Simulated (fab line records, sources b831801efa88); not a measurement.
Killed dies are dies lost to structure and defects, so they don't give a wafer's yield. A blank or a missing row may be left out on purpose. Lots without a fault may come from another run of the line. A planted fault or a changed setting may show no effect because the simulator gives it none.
Which tool did it? | flow sky130 | 24 lots, 72 wafers sampled, at 6 steps of a route of 708

WHAT THE GAUGES READ, wafer by wafer
SKY_VIA2_THK_MEAS_01. Usual: VIA2_HDPCVD_THK 1192 nm, standard deviation 18.
lot  | measured     | on            | VIA2_HDPCVD_THK (nm) | flag
L074 | day 35 03:53 | film_metro-02 | 1200 1200 1188       |
L075 | day 35 05:47 | film_metro-04 | 1205 1167 1169       |
L076 | day 35 20:02 | film_metro-01 | 1172 1180 1210       |
L077 | day 35 21:41 | film_metro-02 | 1174 1167 1170       |
L078 | day 36 09:04 | film_metro-02 | 1190 1203 1174       |
L079 | day 36 18:59 | film_metro-02 | 1166 1192 1173       |
L080 | day 37 02:20 | film_metro-04 | 1192 1197 1196       |
L081 | day 37 05:38 | film_metro-01 | 1207 1206 1233       |
L083 | day 38 14:21 | film_metro-02 | 1203 1206 1205       |
L082 | day 38 14:58 | film_metro-02 | 1173 1186 1184       |
L085 | day 38 16:36 | film_metro-04 | 1193 1195 1185       |
L084 | day 38 17:25 | film_metro-02 | 1216 1214 1221       |
L086 | day 38 20:56 | film_metro-01 | 1204 1215 1221       |
L087 | day 39 03:58 | film_metro-04 | 1194 1208 1197       |
L088 | day 39 15:29 | film_metro-02 | 1219 1191 1205       |
L089 | day 40 01:19 | film_metro-01 | 1207 1185 1207       |
L090 | day 40 01:34 | film_metro-04 | 1147 1171 1142       |
L092 | day 40 11:16 | film_metro-02 | 1159 1189 1154       |
L091 | day 40 11:45 | film_metro-02 | 1182 1186 1193       |
L093 | day 40 18:02 | film_metro-02 | 1182 1201 1201       |
L094 | day 40 22:21 | film_metro-04 | 1220 1202 1195       |
L095 | day 41 05:05 | film_metro-01 | 1212 1190 1195       |
L096 | day 41 16:08 | film_metro-01 | 1188 1153 1148       |
L097 | day 41 17:35 | film_metro-02 | 1177 1155 1183       |

SKY_PAD_OPEN_BOW_MEAS_13. Usual: PAD_OPEN_BOW 47 um, standard deviation 9.4.
lot  | measured     | on            | PAD_OPEN_BOW (um) | flag
L074 | day 45 16:31 | film_metro-02 | 24 38 34          |
L075 | day 45 19:59 | film_metro-04 | 36 51 46          |
L076 | day 46 05:42 | film_metro-03 | 73 59 55          |
L077 | day 46 07:38 | film_metro-04 | 38 32 31          |
L078 | day 46 17:37 | film_metro-03 | 40 49 54          |
L079 | day 47 00:35 | film_metro-02 | 28 45 43          |
L080 | day 47 05:43 | film_metro-02 | 41 62 59          |
L081 | day 47 06:54 | film_metro-03 | 31 42 38          |
L083 | day 48 10:57 | film_metro-02 | 63 46 58          |
L082 | day 48 12:14 | film_metro-03 | 56 58 46          |
L085 | day 48 13:45 | film_metro-03 | 46 50 43          |
L084 | day 48 12:35 | film_metro-02 | 58 50 49          |
L086 | day 48 16:42 | film_metro-03 | 42 39 33          |
L087 | day 48 22:13 | film_metro-03 | 43 46 38          |
L088 | day 49 03:41 | film_metro-02 | 37 59 47          |
L089 | day 49 13:32 | film_metro-02 | 49 58 63          |
L090 | day 49 14:53 | film_metro-02 | 52 52 47          |
L092 | day 49 16:40 | film_metro-02 | 51 47 48          |
L091 | day 49 18:09 | film_metro-02 | 59 57 54          |
L093 | day 50 00:53 | film_metro-02 | 55 52 46          |
L094 | day 50 04:18 | film_metro-02 | 57 60 45          |
L095 | day 50 09:22 | film_metro-04 | 43 40 30          |
L096 | day 50 14:13 | film_metro-02 | 43 54 48          |
L097 | day 50 15:16 | film_metro-04 | 42 32 24          |

WHICH TOOL RAN EACH LOT (tool, then ch and the chambers of the sampled wafers, then the start)
lot  | SKY_METAL1_METAL_ETCH_19          | SKY_CAPM_SPUTTER_02          | SKY_VIA3_CMP_02               | SKY_VIA3_STRIP_16
L074 | rie_metal-04 ch 0,1, day 32 18:05 | pvd_sputter-02, day 36 08:23 | cmp-02 ch 0,1,2, day 38 14:08 | plasma_asher-01 ch 0,1, day 39 15:29
L075 | rie_metal-03 ch 0, day 32 20:27   | pvd_sputter-03, day 36 10:26 | cmp-01 ch 0,1,2, day 38 15:01 | plasma_asher-04 ch 0,1, day 39 16:43
L076 | rie_metal-03 ch 0, day 33 10:45   | pvd_sputter-04, day 36 23:58 | cmp-01 ch 2,3, day 39 04:29   | plasma_asher-01 ch 0,1, day 40 04:46
L077 | rie_metal-04 ch 0, day 33 11:55   | pvd_sputter-02, day 37 01:07 | cmp-02 ch 0,3, day 39 06:32   | plasma_asher-04 ch 0,1, day 40 07:17
L078 | rie_metal-04 ch 0, day 33 23:47   | pvd_sputter-02, day 37 12:51 | cmp-02 ch 0,1,3, day 39 17:29 | plasma_asher-03 ch 0,1, day 40 18:14
L079 | rie_metal-01 ch 0, day 34 10:38   | pvd_sputter-03, day 37 22:33 | cmp-02 ch 0,2, day 40 01:59   | plasma_asher-04 ch 0, day 41 02:19
L080 | rie_metal-04 ch 0,1, day 34 17:14 | pvd_sputter-03, day 38 06:37 | cmp-02 ch 0,2,3, day 40 10:33 | plasma_asher-04 ch 0,1, day 41 11:01
L081 | rie_metal-04 ch 0,1, day 34 20:38 | pvd_sputter-03, day 38 08:25 | cmp-02 ch 0,1,2, day 40 11:29 | plasma_asher-01 ch 0,1, day 41 12:19
L083 | rie_metal-04 ch 0,1, day 36 06:53 | pvd_sputter-03, day 39 17:38 | cmp-02 ch 0,2,3, day 41 20:24 | plasma_asher-03 ch 1, day 42 19:44
L082 | rie_metal-03 ch 0,1, day 36 07:50 | pvd_sputter-02, day 39 18:35 | cmp-02 ch 0,2,3, day 41 21:57 | plasma_asher-01 ch 0,1, day 42 21:50
L085 | rie_metal-04 ch 0,1, day 36 09:32 | pvd_sputter-02, day 39 20:17 | cmp-01 ch 1,2,3, day 41 22:47 | plasma_asher-03 ch 0,1, day 42 22:47
L084 | rie_metal-03 ch 0,1, day 36 10:11 | pvd_sputter-03, day 39 20:38 | cmp-02 ch 1,2,3, day 41 22:35 | plasma_asher-04 ch 0,1, day 42 22:26
L086 | rie_metal-03 ch 0,1, day 36 14:26 | pvd_sputter-04, day 40 00:29 | cmp-02 ch 0,1,3, day 42 02:11 | plasma_asher-03 ch 1, day 43 02:32
L087 | rie_metal-04 ch 0,1, day 36 22:38 | pvd_sputter-02, day 40 06:20 | cmp-02 ch 0,1,3, day 42 08:41 | plasma_asher-03 ch 0,1, day 43 08:26
L088 | rie_metal-04 ch 0,1, day 37 08:14 | pvd_sputter-04, day 40 17:21 | cmp-02 ch 0,2, day 42 18:10   | plasma_asher-03 ch 0,1, day 43 18:05
L089 | rie_metal-04 ch 0,1, day 37 19:05 | pvd_sputter-02, day 41 03:29 | cmp-02 ch 0,1,2, day 43 04:46 | plasma_asher-03 ch 0,1, day 44 04:11
L090 | rie_metal-03 ch 0,1, day 37 19:16 | pvd_sputter-04, day 41 03:40 | cmp-01 ch 1,2,3, day 43 05:13 | plasma_asher-01 ch 0,1, day 44 04:40
L092 | rie_metal-01 ch 1, day 38 05:17   | pvd_sputter-02, day 41 13:31 | cmp-01 ch 0,1,3, day 43 12:52 | plasma_asher-04 ch 0,1, day 44 11:11
L091 | rie_metal-03 ch 0,1, day 38 06:16 | pvd_sputter-04, day 41 14:12 | cmp-02 ch 1,2,3, day 43 14:28 | plasma_asher-04 ch 0,1, day 44 12:46
L093 | rie_metal-03 ch 0,1, day 38 12:17 | pvd_sputter-04, day 41 20:11 | cmp-01 ch 2,3, day 43 20:07   | plasma_asher-01 ch 0,1, day 44 18:38
L094 | rie_metal-04 ch 1, day 38 16:54   | pvd_sputter-02, day 42 00:51 | cmp-02 ch 0,1,2, day 44 01:28 | plasma_asher-04 ch 0,1, day 45 00:11
L095 | rie_metal-01 ch 1, day 38 23:47   | pvd_sputter-03, day 42 07:20 | cmp-02 ch 0,1,2, day 44 07:34 | plasma_asher-04 ch 0,1, day 45 06:44
L096 | rie_metal-01 ch 0,1, day 39 11:59 | pvd_sputter-03, day 42 17:29 | cmp-02 ch 1,2,3, day 44 17:13 | plasma_asher-03 ch 0,1, day 45 15:32
L097 | rie_metal-03 ch 0,1, day 39 14:29 | pvd_sputter-03, day 42 19:56 | cmp-02 ch 1,3, day 44 18:26   | plasma_asher-01 ch 0,1, day 45 16:35
- SKY_METAL1_METAL_ETCH_19: etches the open film in Cl2/BCl3, stops on SiO2, target depth 360 nm, time 78 s.
- SKY_CAPM_SPUTTER_02: material TiN, target thk 200 nm, time 166.7 s.
- SKY_VIA3_CMP_02: polishes SiO2.
- SKY_VIA3_STRIP_16: strips in O2/N2.

WHAT THE TOOLS THEMSELVES READ (means of the sampled wafers that have a number; where no wafer has one, the mark that the record gives instead)
SKY_METAL1_METAL_ETCH_19. Usual: drypump_motor_current_A 5.85 A, standard deviation 0.21; oes_product_au 0.856 a.u., standard deviation 0.0066; throttle_valve_pct 22.264 %, standard deviation 0.0093.
lot  | tool         | drypump_motor_current_A (A) | oes_product_au (a.u.) | throttle_valve_pct (%) | flag
L074 | rie_metal-04 | 5.73                        | 0.859                 | 22.264                 |
L075 | rie_metal-03 | 5.97                        | 0.852                 | 22.266                 |
L076 | rie_metal-03 | 6.03                        | 0.865                 | 22.257                 |
L077 | rie_metal-04 | 5.81                        | 0.856                 | 22.266                 |
L078 | rie_metal-04 | 5.80                        | 0.854                 | 22.270                 |
L079 | rie_metal-01 | 6.28                        | 0.853                 | 22.261                 |
L080 | rie_metal-04 | 5.74                        | 0.862                 | 22.267                 |
L081 | rie_metal-04 | 5.69                        | 0.849                 | 22.264                 |
L083 | rie_metal-04 | 5.70                        | 0.862                 | 22.259                 |
L082 | rie_metal-03 | 5.89                        | 0.853                 | 22.267                 |
L085 | rie_metal-04 | 5.74                        | 0.850                 | 22.262                 |
L084 | rie_metal-03 | 5.74                        | 0.860                 | 22.262                 |
L086 | rie_metal-03 | 5.87                        | 0.855                 | 22.261                 |
L087 | rie_metal-04 | 5.76                        | 0.856                 | 22.265                 |
L088 | rie_metal-04 | 5.69                        | 0.854                 | 22.263                 |
L089 | rie_metal-04 | 5.70                        | 0.857                 | 22.250                 |
L090 | rie_metal-03 | 5.84                        | 0.856                 | 22.259                 |
L092 | rie_metal-01 | 6.04                        | 0.857                 | 22.268                 |
L091 | rie_metal-03 | 5.76                        | 0.861                 | 22.270                 |
L093 | rie_metal-03 | 5.75                        | 0.860                 | 22.256                 |
L094 | rie_metal-04 | 5.65                        | 0.859                 | 22.279                 |
L095 | rie_metal-01 | 6.07                        | 0.859                 | 22.273                 |
L096 | rie_metal-01 | 6.15                        | 0.853                 | 22.267                 |
L097 | rie_metal-03 | 5.73                        | 0.854                 | 22.266                 |

SKY_CAPM_SPUTTER_02. Usual: substrate_temp_c 300.01 C, standard deviation 0.21; throttle_valve_pct 29.8 %, standard deviation 0.73.
lot  | tool           | substrate_temp_c (C) | throttle_valve_pct (%) | flag
L074 | pvd_sputter-02 | 300.02               | 29.5                   |
L075 | pvd_sputter-03 | 300.05               | 29.8                   |
L076 | pvd_sputter-04 | 300.03               | 30.9                   |
L077 | pvd_sputter-02 | 299.82               | 29.7                   |
L078 | pvd_sputter-02 | 300.09               | 29.3                   |
L079 | pvd_sputter-03 | 300.03               | 30.1                   |
L080 | pvd_sputter-03 | 300.00               | 29.8                   |
L081 | pvd_sputter-03 | 300.06               | 29.7                   |
L083 | pvd_sputter-03 | 300.11               | 29.7                   |
L082 | pvd_sputter-02 | 300.04               | 29.6                   |
L085 | pvd_sputter-02 | 300.22               | 29.7                   |
L084 | pvd_sputter-03 | 299.91               | 29.9                   |
L086 | pvd_sputter-04 | 299.93               | 29.2                   |
L087 | pvd_sputter-02 | 300.14               | 29.6                   |
L088 | pvd_sputter-04 | 299.94               | 30.1                   |
L089 | pvd_sputter-02 | 300.05               | 29.6                   |
L090 | pvd_sputter-04 | 300.17               | 29.8                   |
L092 | pvd_sputter-02 | 300.10               | 29.5                   |
L091 | pvd_sputter-04 | 299.95               | 28.7                   |
L093 | pvd_sputter-04 | 299.96               | 29.3                   |
L094 | pvd_sputter-02 | 299.96               | 29.9                   |
L095 | pvd_sputter-03 | 300.06               | 30.2                   |
L096 | pvd_sputter-03 | 299.89               | 29.9                   |
L097 | pvd_sputter-03 | 299.95               | 30.1                   |

SKY_VIA3_CMP_02. Usual: motor_current_A 12.6 A, standard deviation 1.7.
lot  | tool   | motor_current_A (A) | flag
L074 | cmp-02 | 11.7                |
L075 | cmp-01 | 13.3                |
L076 | cmp-01 | 12.8                |
L077 | cmp-02 | 13.5                |
L078 | cmp-02 | 12.4                |
L079 | cmp-02 | 11.8                |
L080 | cmp-02 | 13.1                |
L081 | cmp-02 | 11.9                |
L083 | cmp-02 | 13.3                |
L082 | cmp-02 | 12.9                |
L085 | cmp-01 | 12.2                |
L084 | cmp-02 | 13.5                |
L086 | cmp-02 | 12.3                |
L087 | cmp-02 | 12.5                |
L088 | cmp-02 | 11.9                |
L089 | cmp-02 | 11.9                |
L090 | cmp-01 | 12.3                |
L092 | cmp-01 | 11.7                |
L091 | cmp-02 | 13.4                |
L093 | cmp-01 | 11.1                |
L094 | cmp-02 | 11.8                |
L095 | cmp-02 | 12.3                |
L096 | cmp-02 | 13.5                |
L097 | cmp-02 | 12.6                |

SKY_VIA3_STRIP_16. Usual: drypump_motor_current_A 5.7 A, standard deviation 0.61; oes_product_au 0.402 a.u., standard deviation 0.0047; strip_time_to_endpoint_s 4.14 s, standard deviation 0.035.
lot  | tool            | drypump_motor_current_A (A) | oes_product_au (a.u.) | strip_time_to_endpoint_s (s) | flag
L074 | plasma_asher-01 | 6.0                         | 0.406                 | 4.17                         |
L075 | plasma_asher-04 | 5.3                         | 0.405                 | 4.16                         |
L076 | plasma_asher-01 | 5.9                         | 0.402                 | 4.11                         |
L077 | plasma_asher-04 | 5.3                         | 0.403                 | 4.13                         |
L078 | plasma_asher-03 | 5.5                         | 0.402                 | 4.15                         |
L079 | plasma_asher-04 | 6.5                         | 0.405                 | 4.14                         |
L080 | plasma_asher-04 | 5.9                         | 0.394                 | 4.14                         |
L081 | plasma_asher-01 | 5.7                         | 0.399                 | 4.11                         |
L083 | plasma_asher-03 | 5.3                         | 0.401                 | 4.16                         |
L082 | plasma_asher-01 | 5.9                         | 0.404                 | 4.12                         |
L085 | plasma_asher-03 | 5.6                         | 0.401                 | 4.16                         |
L084 | plasma_asher-04 | 5.9                         | 0.406                 | 4.17                         |
L086 | plasma_asher-03 | 5.3                         | 0.402                 | 4.14                         |
L087 | plasma_asher-03 | 5.5                         | 0.402                 | 4.19                         |
L088 | plasma_asher-03 | 5.5                         | 0.403                 | 4.10                         |
L089 | plasma_asher-03 | 5.6                         | 0.404                 | 4.13                         |
L090 | plasma_asher-01 | 5.9                         | 0.403                 | 4.15                         |
L092 | plasma_asher-04 | 5.3                         | 0.403                 | 4.19                         |
L091 | plasma_asher-04 | 5.9                         | 0.400                 | 4.14                         |
L093 | plasma_asher-01 | 5.7                         | 0.400                 | 4.12                         |
L094 | plasma_asher-04 | 5.3                         | 0.404                 | 4.16                         |
L095 | plasma_asher-04 | 5.9                         | 0.401                 | 4.13                         |
L096 | plasma_asher-03 | 5.6                         | 0.403                 | 4.16                         |
L097 | plasma_asher-01 | 5.7                         | 0.405                 | 4.17                         |

THE ANSWER, worked out from the rows above alone
Rule: a lot is off if the mean of its wafers that have a number lies more than 3 standard deviations from the usual mean. A lot without any number at a reading at which 4 lots or more have one is off too. The other lots that the step has rows for count as sound. The gauges are gone through in route order, then the tools' own readings, and for those a lot's mean is taken as printed above. The first step at which some lot is off is used, and at that step the reading that is off furthest; a lot without a number counts as furthest.
No lot is off at any reading shown: from this, nothing can be told.

WHAT THE SIMULATOR HAD PUT IN
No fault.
